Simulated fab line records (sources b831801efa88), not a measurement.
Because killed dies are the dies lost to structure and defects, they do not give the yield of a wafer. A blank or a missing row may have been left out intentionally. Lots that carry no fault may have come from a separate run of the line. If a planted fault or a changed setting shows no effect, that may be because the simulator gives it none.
Matching of chambers    flow gf180mcu    cmp-01 running GF_V3_CMP_26: 4 sister chambers
The step polishes, stops on SiO2, t overpolish 15 s, target thk 0 nm. 4 wafers are shown with their chamber, then 9 later ones without.

== WAFERS, EACH WITH ITS CHAMBER ==
wafer   chamber  time-to-endpoint-s (s)
L082.2  0        78
L089.1  3        81
L089.2  1        86
L089.3  2        83

== WAFERS WITH NO CHAMBER GIVEN ==
wafer   time-to-endpoint-s (s)
L090.2  86
L090.5  76
L090.6  82
L094.1  86
L094.2  80
L094.6  87
L095.1  82
L095.4  84
L095.6  85

== WHICH CHAMBER EACH WENT THROUGH ==
wafer    from the rows above            in truth
L090.2   1                              1
L090.5   0                              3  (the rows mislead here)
L090.6   can't be placed: 2 or 3        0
L094.1   1                              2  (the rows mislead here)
L094.2   can't be placed: 3 or 0 or 2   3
L094.6   1                              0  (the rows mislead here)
L095.1   can't be placed: 2 or 3        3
L095.4   can't be placed: 2 or 1 or 3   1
L095.6   can't be placed: 1 or 2        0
Placed correctly: 1 of 9. These rows do not allow placing 5 (true chamber among the candidates in 3). Placed wrongly: 3.
How it was worked out, from the rows above alone: a wafer's distance from a chamber is the root of the sum, over the readings, of the square of ((its reading less the chamber's mean) divided by the reading's scatter). If the next closest chamber is less than 2 further off than the closest, the wafer can't be placed; otherwise it belongs to the closest. Each chamber's mean is taken over the wafers shown for it. The scatter (one wafer shown for each chamber): square how far every hidden wafer sits from the nearest shown wafer, average those squares and take the square root.
